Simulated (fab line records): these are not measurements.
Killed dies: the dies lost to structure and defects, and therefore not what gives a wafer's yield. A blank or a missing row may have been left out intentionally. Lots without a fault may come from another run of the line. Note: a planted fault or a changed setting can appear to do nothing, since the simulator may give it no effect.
Which of the tools did it? -- flow sky130 -- Sampling: 11 lots, 33 wafers, 4 of 708 route steps

WHAT THE GAUGES SHOWED, per wafer
SKY_VIA2_THK_MEAS_01. Usual: VIA2_HDPCVD_THK 1189 nm, standard deviation 18.
lot,measured,on,VIA2_HDPCVD_THK (nm),flag
L230,day 35 05:07,film-metro-01,1179 1189 1176,
L231,day 35 10:19,film-metro-03,1159 1171 1163,
L232,day 35 17:50,film-metro-03,1209 1216 1222,
L234,day 36 12:20,film-metro-01,1186 1176 1180,
L236,day 37 16:26,film-metro-02,1172 1164 1169,
L246,day 40 08:43,film-metro-01,1192 1191 1202,
L247,day 40 12:11,film-metro-01,1206 1208 1195,
L249,day 41 07:20,film-metro-03,1193 1173 1194,
L251,day 42 00:41,film-metro-02,1193 1179 1181,
L253,day 42 15:39,film-metro-03,1199 1211 1193,
L252,day 42 16:35,film-metro-01,1187 1191 1206,

SKY_VIA2_THK_MEAS_23: measures by xrf. Usual: VIA2_W_THK 427 nm, standard deviation 6.
lot,measured,on,VIA2_W_THK (nm),flag
L230,day 36 08:44,film-metro-01,425 434 427,
L231,day 36 13:32,film-metro-03,414 419 417,
L232,day 36 22:05,film-metro-01,440 434 436,
L234,day 37 17:01,film-metro-03,438 439 437,
L236,day 38 19:50,film-metro-02,428 425 431,
L246,day 41 10:35,film-metro-02,424 426 418,
L247,day 41 14:11,film-metro-02,423 426 424,
L249,day 42 08:34,film-metro-01,430 429 432,
L251,day 43 01:59,film-metro-03,429 436 427,
L253,day 43 16:04,film-metro-03,415 426 431,
L252,day 43 16:59,film-metro-01,430 431 429,

TOOL THAT RAN EACH LOT (tool first, then ch and the chambers of the sampled wafers, then the start)
lot,SKY_METAL2_DESCUM_17,SKY_VIA2_ETCH_14
L230,"rie-metal-01 ch 0,1, day 35 04:11","rie-diel-04 ch 1,2,3, day 36 07:43"
L231,"rie-metal-03 ch 1, day 35 09:14","rie-diel-04 ch 0,1, day 36 12:28"
L232,"rie-metal-03 ch 1, day 35 16:44","rie-diel-04 ch 0,2,3, day 36 21:04"
L234,"rie-metal-03 ch 0,1, day 36 11:26","rie-diel-04 ch 1,2, day 37 15:53"
L236,"rie-metal-01 ch 0,1, day 37 15:29","rie-diel-04 ch 1,3, day 38 18:49"
L246,"rie-metal-02 ch 0,1, day 40 07:47","rie-diel-04 ch 2,3, day 41 09:34"
L247,"rie-metal-02 ch 0,1, day 40 11:16","rie-diel-03 ch 0,2, day 41 13:11"
L249,"rie-metal-02 ch 0,1, day 41 06:26","rie-diel-01 ch 1,2,3, day 42 07:31"
L251,"rie-metal-01 ch 0,1, day 41 23:47","rie-diel-03 ch 0,1,3, day 43 00:59"
L253,"rie-metal-02 ch 0,1, day 42 14:24","rie-diel-01 ch 0,1,3, day 43 15:01"
L252,"rie-metal-01 ch 0,1, day 42 15:37","rie-diel-03 ch 0,1,2, day 43 15:58"
- SKY_METAL2_DESCUM_17: chemistry O2, time 8 s.
- SKY_VIA2_ETCH_14: etches BARC in N2/H2, stops on SiO2, time 45.9 s, target depth 60 nm.

WHAT THE TOOLS THEMSELVES READ (means of the sampled wafers that have a number; where no wafer has one, the mark that the record gives instead)
SKY_METAL2_DESCUM_17. Usual: drypump-motor-current-A 5.50 A, standard deviation 0.27; he-backside-leak-sccm 3.3 sccm, standard deviation 0.3; oes-product-au 1.003 a.u., standard deviation 0.012; rf-fwd-power-W 147.1 W, standard deviation 0.65.
lot,tool,drypump-motor-current-A (A),he-backside-leak-sccm (sccm),oes-product-au (a.u.),rf-fwd-power-W (W),flag
L230,rie-metal-01,5.36,3.3,1.014,146.7,
L231,rie-metal-03,5.42,3.4,0.990,147.0,
L232,rie-metal-03,5.42,3.6,0.995,147.3,
L234,rie-metal-03,5.45,3.3,0.993,147.1,
L236,rie-metal-01,5.35,3.4,1.001,147.1,
L246,rie-metal-02,5.70,3.0,1.001,147.5,
L247,rie-metal-02,5.61,3.1,1.009,147.0,
L249,rie-metal-02,5.61,3.1,1.014,147.4,
L251,rie-metal-01,5.35,3.3,1.004,147.0,
L253,rie-metal-02,5.70,2.9,1.006,146.9,
L252,rie-metal-01,5.37,3.2,1.011,146.5,

SKY_VIA2_ETCH_14. Usual: drypump-motor-current-A 5.8 A, standard deviation 0.47; h2-flow-sccm 199.9 sccm, standard deviation 0.62; oes-product-au 0.855 a.u., standard deviation 0.0044; rf-fwd-power-W 494.5 W, standard deviation 2.4; throttle-valve-pct 13.225 %, standard deviation 0.009.
lot,tool,drypump-motor-current-A (A),h2-flow-sccm (sccm),oes-product-au (a.u.),rf-fwd-power-W (W),throttle-valve-pct (%),flag
L230,rie-diel-04,5.9,199.9,0.856,495.6,13.232,
L231,rie-diel-04,5.7,199.5,0.854,496.0,13.218,
L232,rie-diel-04,5.7,200.2,0.850,493.4,13.226,
L234,rie-diel-04,5.9,200.0,0.853,497.0,13.228,
L236,rie-diel-04,6.2,199.7,0.853,496.3,13.217,
L246,rie-diel-04,5.9,199.7,0.856,520.7,13.222,OFF
L247,rie-diel-03,5.3,199.0,0.858,494.3,13.226,
L249,rie-diel-01,5.9,199.6,0.856,496.3,13.221,
L251,rie-diel-03,5.9,199.7,0.856,493.5,13.219,
L253,rie-diel-01,5.8,200.0,0.857,494.0,13.226,
L252,rie-diel-03,5.3,199.7,0.856,494.9,13.227,

THE ANSWER, worked out from the rows above alone
Rule: take the mean of a lot's wafers that have a number; if it is more than 3 standard deviations from the usual mean, the lot is off. A lot without any number at a reading at which 4 lots or more have one is off too. All remaining lots with rows at the step are treated as sound. After the gauges, taken in route order, come the tools' own readings; for these a lot's mean is taken, as printed above. At the first step where some lot is off, the reading lying furthest off is the one used; lots without a number count as furthest.
Off: L246 (SKY_VIA2_ETCH_14, rf-fwd-power-W).
A tool fits if, at that step or a process step before it, it ran every lot that is off, and no sound lot after the first of them. One fits: rie-diel-04 at SKY_VIA2_ETCH_14. Its last sound lot is L236 (day 38 18:49), its first lot that is off L246 (day 41 09:34): a fault that began between those two fits.
On the lots that are off, the tool's own readings at SKY_VIA2_ETCH_14 differ by more than 5 times the standard deviation of the sound lots' means, which bears it out; rf-fwd-power-W reads 520.7 W there versus 495.1 W on the sound lots.

WHAT THE SIMULATOR HAD INSERTED
rie-diel-04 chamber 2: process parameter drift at SKY_VIA2_ETCH_14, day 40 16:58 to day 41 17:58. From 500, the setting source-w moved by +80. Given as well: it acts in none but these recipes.
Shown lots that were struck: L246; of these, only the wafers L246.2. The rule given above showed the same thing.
